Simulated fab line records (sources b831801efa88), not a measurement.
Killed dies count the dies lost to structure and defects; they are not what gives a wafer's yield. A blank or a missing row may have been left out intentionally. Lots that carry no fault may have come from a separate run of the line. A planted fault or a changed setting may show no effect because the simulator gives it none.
Chamber matching | flow gf180mcu | 4 sister chambers for GF_POLY_GATE_ETCH_13 on rie-si-02
The step etches poly-Si in HBr/Cl2, stops on SiO2, target depth 198.5 nm, time 69.6 s. 4 wafers are shown with their chamber, then 7 later ones without.

## WAFERS PAIRED WITH THEIR CHAMBERS
wafer  | chamber | oes-product-au (a.u.)
L958.3 | 2       | 0.972
L961.6 | 3       | 0.988
L965.2 | 1       | 0.990
L965.3 | 0       | 0.989

## WAFERS WITHOUT THEIR CHAMBER
wafer  | oes-product-au (a.u.)
L965.6 | 0.996
L968.3 | 0.986
L968.5 | 0.973
L968.6 | 0.979
L975.2 | 0.982
L975.5 | 0.980
L975.6 | 0.989

## THE CHAMBER EACH PASSED THROUGH
wafer  | from the rows above               | in truth
L965.6 | can't be placed: 1 or 0 or 3      | 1
L968.3 | can't be placed: 3 or 0 or 1      | 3
L968.5 | 2                                 | 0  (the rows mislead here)
L968.6 | can't be placed: 2 or 3 or 0 or 1 | 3
L975.2 | can't be placed: 3 or 0 or 1 or 2 | 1
L975.5 | can't be placed: 2 or 3 or 0 or 1 | 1
L975.6 | can't be placed: 0 or 1 or 3      | 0
Placed correctly: 0 of 7. Unplaceable from these rows: 6, with the true chamber sitting among the candidates in 6. Placed wrongly: 1.
How it was worked out, from the rows above alone: a wafer's distance from a chamber is the root of the sum, over the readings, of the square of ((its reading less the chamber's mean) divided by the reading's scatter). The wafer belongs to the nearest chamber; if the next one is less than 2 further off, it can't be placed. For every chamber, the mean is computed from those of its wafers that are shown. The scatter (one wafer shown for each chamber): square how far every hidden wafer sits from the nearest shown wafer, average those squares and take the square root.
